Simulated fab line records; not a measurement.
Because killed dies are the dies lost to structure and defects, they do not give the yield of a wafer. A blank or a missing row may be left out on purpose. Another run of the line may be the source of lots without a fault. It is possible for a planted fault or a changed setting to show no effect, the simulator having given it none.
Matching of chambers / flow sky130 / 4 sister chambers for SKY_FIELD_ISO_CMP_27 on cmp-01
The step polishes, stops on Si3N4, t overpolish 16 s, target thk 457.8 nm. 22 wafers are shown with their chamber, then 11 later ones without.

== EACH WAFER AND ITS CHAMBER ==
wafer=L367.1; chamber=2; motor current A (A)=12.2; overpolish run s (s)=16.006; time to endpoint s (s)=116
wafer=L367.2; chamber=1; motor current A (A)=10.7; overpolish run s (s)=16.001; time to endpoint s (s)=113
wafer=L367.4; chamber=3; motor current A (A)=14.1; overpolish run s (s)=15.997; time to endpoint s (s)=113
wafer=L371.4; chamber=2; motor current A (A)=11.9; overpolish run s (s)=16.006; time to endpoint s (s)=112
wafer=L371.5; chamber=1; motor current A (A)=10.4; overpolish run s (s)=16.019; time to endpoint s (s)=108
wafer=L371.6; chamber=0; motor current A (A)=12.4; overpolish run s (s)=16.004; time to endpoint s (s)=110
wafer=L372.1; chamber=1; motor current A (A)=10.7; overpolish run s (s)=16.001; time to endpoint s (s)=113
wafer=L372.2; chamber=3; motor current A (A)=14.4; overpolish run s (s)=16.005; time to endpoint s (s)=115
wafer=L372.5; chamber=3; motor current A (A)=14.2; overpolish run s (s)=15.987; time to endpoint s (s)=117
wafer=L374.1; chamber=2; motor current A (A)=12.4; overpolish run s (s)=16.007; time to endpoint s (s)=109
wafer=L374.4; chamber=3; motor current A (A)=13.7; overpolish run s (s)=16.004; time to endpoint s (s)=109
wafer=L374.6; chamber=2; motor current A (A)=11.6; overpolish run s (s)=16.008; time to endpoint s (s)=111
wafer=L375.4; chamber=0; motor current A (A)=12.8; overpolish run s (s)=16.008; time to endpoint s (s)=111
wafer=L375.5; chamber=3; motor current A (A)=14.2; overpolish run s (s)=15.988; time to endpoint s (s)=114
wafer=L375.6; chamber=0; motor current A (A)=12.3; overpolish run s (s)=15.988; time to endpoint s (s)=113
wafer=L376.2; chamber=1; motor current A (A)=9.9; overpolish run s (s)=15.987; time to endpoint s (s)=106
wafer=L376.4; chamber=0; motor current A (A)=12.1; overpolish run s (s)=15.985; time to endpoint s (s)=105
wafer=L376.6; chamber=3; motor current A (A)=13.6; overpolish run s (s)=16.000; time to endpoint s (s)=113
wafer=L379.2; chamber=1; motor current A (A)=10.2; overpolish run s (s)=15.994; time to endpoint s (s)=114
wafer=L379.4; chamber=0; motor current A (A)=11.5; overpolish run s (s)=15.987; time to endpoint s (s)=117
wafer=L379.5; chamber=1; motor current A (A)=10.2; overpolish run s (s)=16.012; time to endpoint s (s)=111
wafer=L384.1; chamber=3; motor current A (A)=14.2; overpolish run s (s)=15.985; time to endpoint s (s)=114

SIGNATURES (averages over the wafers above)
reading=motor current A; chamber 0=12.220; chamber 1=10.350; chamber 2=12.025; chamber 3=14.057; scatter within a chamber=0.356
reading=overpolish run s; chamber 0=15.99440; chamber 1=16.00233; chamber 2=16.00675; chamber 3=15.99514; scatter within a chamber=0.00933
reading=time to endpoint s; chamber 0=111.20; chamber 1=110.83; chamber 2=112.00; chamber 3=113.57; scatter within a chamber=3.24
Rule: distance of a wafer from a chamber = root of the sum over the readings of ((wafer's reading minus chamber's mean) / reading's scatter) squared. The wafer belongs to the nearest chamber; if the next one is less than 2 further off, it can't be placed. The scatter: take each reading less its chamber's mean, square it, sum over the shown wafers, divide by the number of wafers less the number of chambers, and take the root.

== WAFERS WHOSE CHAMBER IS MISSING ==
wafer=L384.3; motor current A (A)=10.9; overpolish run s (s)=15.991; time to endpoint s (s)=113
wafer=L384.4; motor current A (A)=12.3; overpolish run s (s)=16.015; time to endpoint s (s)=111
wafer=L386.1; motor current A (A)=13.7; overpolish run s (s)=16.011; time to endpoint s (s)=115
wafer=L386.4; motor current A (A)=10.7; overpolish run s (s)=15.999; time to endpoint s (s)=116
wafer=L386.6; motor current A (A)=10.3; overpolish run s (s)=16.009; time to endpoint s (s)=113
wafer=L387.1; motor current A (A)=11.1; overpolish run s (s)=16.008; time to endpoint s (s)=109
wafer=L387.2; motor current A (A)=13.7; overpolish run s (s)=16.002; time to endpoint s (s)=107
wafer=L387.5; motor current A (A)=10.5; overpolish run s (s)=15.999; time to endpoint s (s)=109
wafer=L388.2; motor current A (A)=14.1; overpolish run s (s)=15.993; time to endpoint s (s)=113
wafer=L388.4; motor current A (A)=11.1; overpolish run s (s)=16.002; time to endpoint s (s)=111
wafer=L388.5; motor current A (A)=10.4; overpolish run s (s)=16.005; time to endpoint s (s)=117

== CHAMBER TAKEN BY EACH ==
wafer=L384.3; from the rows above=can't be placed: 1 or 2 or 0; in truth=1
wafer=L384.4; from the rows above=can't be placed: 2 or 0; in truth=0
wafer=L386.1; from the rows above=3; in truth=3
wafer=L386.4; from the rows above=1; in truth=1
wafer=L386.6; from the rows above=1; in truth=1
wafer=L387.1; from the rows above=can't be placed: 1 or 2 or 0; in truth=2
wafer=L387.2; from the rows above=3; in truth=3
wafer=L387.5; from the rows above=1; in truth=1
wafer=L388.2; from the rows above=3; in truth=3
wafer=L388.4; from the rows above=can't be placed: 1 or 2 or 0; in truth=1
wafer=L388.5; from the rows above=1; in truth=1
Correct placement for 7 of the 11. These rows do not allow placing 4 (true chamber among the candidates in 4). 0 placed wrongly.
